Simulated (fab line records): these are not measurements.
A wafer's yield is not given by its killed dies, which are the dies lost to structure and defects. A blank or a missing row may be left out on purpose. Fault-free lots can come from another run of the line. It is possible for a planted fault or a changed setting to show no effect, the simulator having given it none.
Matching of chambers	flow gf180mcu	rie_diel-04 running GF_V3_ETCH_16: 4 sister chambers
The step etches BARC in N2/H2. 14 wafers are shown with their chamber, then 7 later ones without.

== WAFERS PAIRED WITH THEIR CHAMBERS ==
wafer	chamber	drypump_motor_current_A (A)	h2_flow_sccm (sccm)	oes_product_au (a.u.)
L198.2	3	6.3	200.0	0.856
L198.3	2	6.4	200.8	0.857
L198.6	1	5.3	200.1	0.854
L201.1	3	6.3	200.5	0.856
L201.3	1	5.3	200.1	0.861
L201.5	0	5.9	200.8	0.853
L204.2	2	6.3	200.3	0.858
L204.4	0	5.9	199.6	0.854
L204.5	2	6.3	199.8	0.858
L205.2	1	5.3	199.1	0.857
L205.3	0	6.0	199.9	0.850
L205.4	2	6.4	200.4	0.860
L210.1	3	6.3	200.4	0.854
L210.3	0	6.0	200.0	0.863

SIGNATURES, as means of the wafers listed above
reading	chamber 0	chamber 1	chamber 2	chamber 3	scatter within a chamber
drypump_motor_current_A	5.950	5.300	6.350	6.300	0.0447
h2_flow_sccm	200.075	199.767	200.325	200.300	0.458
oes_product_au	0.85500	0.85733	0.85825	0.85533	0.00355
Rule: a wafer's distance from a chamber is the root of the sum, over the readings, of the square of ((its reading less the chamber's mean) divided by the reading's scatter). If the next closest chamber is less than 2 further off than the closest, the wafer can't be placed; otherwise it belongs to the closest. The scatter: the root of (the sum of the squares of (reading less its chamber's mean) over the shown wafers, divided by (wafers less chambers)).

== WAFERS WITH NO CHAMBER GIVEN ==
wafer	drypump_motor_current_A (A)	h2_flow_sccm (sccm)	oes_product_au (a.u.)
L210.6	6.3	199.4	0.856
L214.2	6.4	200.2	0.858
L214.3	6.3	200.5	0.870
L214.4	5.3	200.2	0.855
L221.1	5.3	199.1	0.857
L221.3	6.3	199.2	0.853
L221.4	6.3	200.0	0.854

== WHICH CHAMBER EACH ONE RAN IN ==
wafer	from the rows above	in truth
L210.6	can't be placed: 3 or 2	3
L214.2	can't be placed: 2 or 3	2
L214.3	can't be placed: 2 or 3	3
L214.4	1	1
L221.1	1	1
L221.3	can't be placed: 3 or 2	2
L221.4	can't be placed: 3 or 2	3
2 of 7 placed correctly. Cannot be placed on the basis of these rows: 5; the candidates contain the true chamber in 5. Placed wrongly: 0.
